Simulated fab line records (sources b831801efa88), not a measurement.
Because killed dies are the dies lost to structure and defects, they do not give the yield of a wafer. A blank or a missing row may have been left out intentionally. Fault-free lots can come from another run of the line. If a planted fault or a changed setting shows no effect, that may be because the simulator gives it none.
Struck lot and sound lot, side by side / flow sky130 / 15 steps out of a route of 708
Sound: these wafers, L454.2, L454.4, L454.6. Struck: wafers L461.1, L461.5, L461.6. At the end, the cause is stated.
For every step that has rows: the tool of each side, followed by ch and its chambers, followed by its first start. Under that, the readings that differ: sound wafers / struck wafers / difference of the means / sigmas: that difference in standard deviations of wafers without a fault.
alike: a reading whose means differ by less than 2 such deviations, as well as words and numbers matching on both sides. not compared: withheld readings; readings where some wafer has no value; bounds like >300 that might hide an equal value; numbers whose values overlap and for which the record gives no deviation.
A row with sigmas, a row that says differs or no value, or rows on one side alone: a step with any of these is where the two part. Numbers that have no deviation but don't overlap get no sigmas and don't part them. A reading that every wafer of one side lacks parts them only if that side has two wafers or more.

SKY_VIA1_CMP_02: polishes SiO2.
  sound on cmp-01 ch 0,1,3, day 35 21:25; struck on cmp-02 ch 0,2,3, day 38 10:54
  alike: motorCurrentA
SKY_VIA1_BOW_MEAS_03:
  sound on filmMetro-04 at day 35 21:44; struck on filmMetro-04 at day 38 11:03
  alike: VIA1_BOW
then, 8 steps without rows for these wafers: SKY_VIA1_DEHYDRATE_04 (time 60 s); SKY_VIA1_HMDS_05 (prime time 60 s); SKY_VIA1_COAT_06 (resist thk 60 nm); SKY_VIA1_COAT_07 (resist thk 450 nm); SKY_VIA1_SOFTBAKE_08 (time 90 s); SKY_VIA1_EXPOSE_09 (exposes mask VIM, target cd 150 nm); SKY_VIA1_PEB_10; SKY_VIA1_DEVELOP_11 (develop time 60 s).
SKY_VIA1_CD_MEAS_12 targets a cd of 150 nm.
  sound on cdSem-01 at day 36 23:25; struck on cdSem-02 at day 39 11:50
  alike: cdNm
SKY_VIA1_OVL_MEAS_13:
  sound on overlay-02 at day 36 23:32; struck on overlay-01 at day 39 11:57
  alike: VIA1_OVL
SKY_VIA1_ETCH_14: etches BARC in N2/H2, stops on SiO2, time 45.9 s, target depth 60 nm.
  sound on rieDiel-02 ch 0,2, day 36 23:34; struck on rieDiel-02 ch 2,3, day 39 11:59
reading=biasW (W); sound=100.21 99.87 100.17; struck=104.22 103.98 104.11; difference=+4.02; sigmas=+14
  alike: drypumpMotorCurrentA, oesProductAu, throttleValvePct
  not compared: rfHoursCounterH
SKY_VIA1_ETCH_15: etches SiO2 in C4F8/O2/Ar, stops on TiN, target depth 351 nm, time 54 s.
  sound on rieDiel-02 ch 0,2, day 36 23:36; struck on rieDiel-02 ch 2,3, day 39 12:02
  alike: biasW, oesProductAu
  not compared: rfHoursCounterH
-- the record jumps here: 11 days lie between the struck wafers' starts before and after (it left off in module VIA1 and takes up again in module PAD_OPEN, whose first step shown is number 708 of the route) --
SKY_PAD_OPEN_PROBE_99:
  sound on prober-02 at day 47 23:01; struck on prober-01 at day 50 00:32
  alike: defectLimitedYield, killed_at_M0_to_M3, killed_at_M4_up, killedAtContacts, killedAtFrontEnd, killedAtOther, killedDies, killedOpen, killedShort, sort_bin_3_pad_short, sort_bin_5_function, sort_bin_6_memory, sortNPass, sortYieldPct

WHERE THEY PART
Only at SKY_VIA1_ETCH_14, as far as this record shows. Later steps at which nothing parts them and some readings are alike: SKY_VIA1_ETCH_15, SKY_PAD_OPEN_PROBE_99.

WHY: what the simulator had put in
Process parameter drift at SKY_VIA1_ETCH_14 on rieDiel-02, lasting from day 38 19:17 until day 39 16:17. A move of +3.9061 in setting biasW, from 100. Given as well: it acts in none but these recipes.
